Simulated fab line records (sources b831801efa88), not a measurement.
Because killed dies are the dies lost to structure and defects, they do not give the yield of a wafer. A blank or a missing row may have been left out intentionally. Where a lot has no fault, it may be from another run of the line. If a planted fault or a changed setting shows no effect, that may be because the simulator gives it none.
Lot-split experiment + flow gf180mcu + 23 wafers read from 5 lots, route of 602 steps

== THE SPLIT ITSELF ==
At GF_V4_EXPOSE_11 (exposes mask Via4, target cd 260 nm), the setting dose mj was moved away from the recipe's 38 on 10 of the 23 wafers read, by -5.7% to +6.5%. For the rest of the wafers, this setting stayed at what the recipe calls for.

== FROM THE SPLIT TO THE READING: what the file shows between them, 2 steps ==
- GF_V4_PEB_12: peb time 90 s
- GF_V4_DEVELOP_13: develop time 60 s

== THE READING ==
cd nm at GF_V4_CD_MEAS_14, given in nm (cd target 260 nm). Fault-free wafers of this fab line usually give 259.9 nm, standard deviation 1.5 nm.

| wafer  | tool, chamber at the split | dose mj as run | against the recipe | cd nm, nm | against lot-mates on the recipe |
|--------|----------------------------|----------------|--------------------|-----------|---------------------------------|
| L074.1 | krf scanner-02, 0          | 38             | recipe             | 260.6     | -                               |
| L074.2 | krf scanner-02, 0          | 35.84          | -5.7%              | 251.8     | -8.6                            |
| L074.3 | krf scanner-02, 0          | 35.84          | -5.7%              | 250.7     | -9.7                            |
| L074.4 | krf scanner-02, 0          | 35.84          | -5.7%              | 250.9     | -9.5                            |
| L074.6 | krf scanner-02, 0          | 38             | recipe             | 260.2     | -                               |
| L075.1 | krf scanner-02, 0          | 38             | recipe             | 258.5     | -                               |
| L075.2 | krf scanner-02, 0          | 40.47          | +6.5%              | 270.2     | +10.7                           |
| L075.3 | krf scanner-02, 0          | 38             | recipe             | 260.0     | -                               |
| L075.5 | krf scanner-02, 0          | 38             | recipe             | 260.1     | -                               |
| L075.6 | krf scanner-02, 0          | 40.47          | +6.5%              | 269.5     | +10.0                           |
| L077.1 | krf scanner-02, 0          | 38             | recipe             | 260.5     | -                               |
| L077.2 | krf scanner-02, 0          | 36.01          | -5.2%              | 251.4     | -8.5                            |
| L077.4 | krf scanner-02, 0          | 36.01          | -5.2%              | 252.4     | -7.5                            |
| L077.5 | krf scanner-02, 0          | 38             | recipe             | 259.6     | -                               |
| L077.6 | krf scanner-02, 0          | 38             | recipe             | 259.7     | -                               |
| L080.1 | krf scanner-02, 0          | 38             | recipe             | 260.4     | -                               |
| L080.3 | krf scanner-02, 0          | 38             | recipe             | 259.9     | -                               |
| L080.5 | krf scanner-02, 0          | 38             | recipe             | 260.8     | -                               |
| L081.1 | krf scanner-02, 0          | 40.01          | +5.3%              | 265.9     | +7.0                            |
| L081.2 | krf scanner-02, 0          | 38             | recipe             | 258.3     | -                               |
| L081.3 | krf scanner-02, 0          | 38             | recipe             | 259.4     | -                               |
| L081.4 | krf scanner-02, 0          | 40.01          | +5.3%              | 266.5     | +7.6                            |
| L081.6 | krf scanner-02, 0          | 40.01          | +5.3%              | 267.3     | +8.4                            |

THE FIT
A straight line over all 23 wafers: cd nm changes by +1.46 nm for each +1% of dose mj; r = +0.99; the points scatter about the line by 0.78 nm.
The same after taking each lot's own level away (the mean of its wafers on the recipe; 23 wafers): +1.56 nm for each +1%; r = +1.00; scatter 0.57 nm.
Per that fit: largest dose mj move, reading shift of 10 nm.
The span of the lots' own levels, 258.85 to 260.40 nm, comes to 1.0 times the standard deviation stated above.
So the lot-to-lot level changes the slope little: the two slopes agree.
Check: +9.9 nm against its lot-mates is what the line predicts for one of the wafers moved furthest among these (+6.5%) when that wafer is left out of the fit. It came out at +10.7 nm against them.

== ADDITIONAL SPLITS CARRIED BY THESE WAFERS ==
Other splits were also applied to these wafers ahead of the reading. Each is held against what the fit with the lots' levels taken away leaves over:
| other split on the same wafers | wafers away from the commonest value | r with cd nm (lot level and that fit taken away) |
|--------------------------------|--------------------------------------|--------------------------------------------------|
| GF_V4_CVD_00 sih4 flow sccm    | 8                                    | +0.42                                            |

== THE WHOLE CHAIN: every reading that the file lists as answering this split, in the file's order ==
| step             | what it does                                                 | reading                                                   | change (the file's fit)              | r (the file's) |
|------------------|--------------------------------------------------------------|-----------------------------------------------------------|--------------------------------------|----------------|
| GF_V4_CD_MEAS_14 | target cd 260 nm                                             | cd nm                                                     | +1.56 nm for each +1% of the setting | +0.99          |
| GF_V4_ETCH_16    | etches BARC in N2/H2                                         | V4.cd nm (the simulator's own value, which no gauge read) | +1.57 nm for each +1% of the setting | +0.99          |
| GF_V4_ETCH_17    | etches SiO2 in C4F8/O2/Ar, stops on TiN, target depth 630 nm | V4.cd nm (the simulator's own value, which no gauge read) | +1.67 nm for each +1% of the setting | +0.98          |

== FILE'S OWN FIT ==
cd nm changes by +1.56 nm for each +1% of dose mj, r = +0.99.
